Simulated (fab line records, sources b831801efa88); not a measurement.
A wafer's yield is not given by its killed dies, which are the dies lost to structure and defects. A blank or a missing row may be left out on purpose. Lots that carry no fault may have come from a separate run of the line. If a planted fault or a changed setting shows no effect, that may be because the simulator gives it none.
Which tool was responsible? :: flow gf180mcu :: 6 lots, 18 wafers sampled, at 3 steps of a route of 602

== WHAT THE GAUGES SHOWED, per wafer ==
GF_V2_OVL_MEAS_15.
lot: L348
measured: day 20 12:56
on: overlay-01
V2_OVL (nm): 1 5 -2

lot: L351
measured: day 21 21:47
on: overlay-02
V2_OVL (nm): -3 -3 -1

lot: L356
measured: day 23 16:28
on: overlay-01
V2_OVL (nm): 5 1 4

lot: L358
measured: day 24 12:50
on: overlay-02
V2_OVL (nm): -7 -3 -9

lot: L361
measured: day 25 08:29
on: overlay-02
V2_OVL (nm): -1 -1 1

lot: L366
measured: day 26 18:29
on: overlay-02
V2_OVL (nm): 1 -1 3

== EACH LOT AND THE TOOL THAT RAN IT (in order: tool; ch and the chambers of the sampled wafers; start) ==
lot: L348
GF_M2_SPUTTER_04: pvd_sputter-03, day 18 11:35
GF_V2_CMP_04: cmp-01 ch 0,2,3, day 19 12:22

lot: L351
GF_M2_SPUTTER_04: pvd_sputter-04, day 19 21:11
GF_V2_CMP_04: cmp-02 ch 0,1,3, day 20 22:22

lot: L356
GF_M2_SPUTTER_04: pvd_sputter-02, day 21 16:48
GF_V2_CMP_04: cmp-01 ch 0,3, day 22 17:14

lot: L358
GF_M2_SPUTTER_04: pvd_sputter-03, day 22 13:38
GF_V2_CMP_04: cmp-01 ch 0,1, day 23 13:44

lot: L361
GF_M2_SPUTTER_04: pvd_sputter-03, day 23 11:35
GF_V2_CMP_04: cmp-01 ch 1,2,3, day 24 10:26

lot: L366
GF_M2_SPUTTER_04: pvd_sputter-03, day 24 22:32
GF_V2_CMP_04: cmp-02 ch 0,1, day 25 20:39
- GF_M2_SPUTTER_04: material TiN, target thk 50 nm, time 41.7 s.
- GF_V2_CMP_04: polishes SiO2.

== THE ANSWER, worked out from the rows above alone ==
Rule: the usual values come from the lots themselves. The widest of any qualifying gaps counts: lots, ordered by their means at a reading, are off when they make up no more than a third of the lots, leave a main group of 4 or more, and stand apart from it by 3 or more times the standard deviation of that group's means. Not used: any main group whose means are identical at the precision the tables above print for the reading. A lot without any number at a reading at which 4 lots or more have one is off too. Where the step has rows for the other lots, those lots are counted as sound.
No lot is off on any of the readings shown, so nothing can be concluded from this.

== WHAT THE SIMULATOR HAD PUT IN ==
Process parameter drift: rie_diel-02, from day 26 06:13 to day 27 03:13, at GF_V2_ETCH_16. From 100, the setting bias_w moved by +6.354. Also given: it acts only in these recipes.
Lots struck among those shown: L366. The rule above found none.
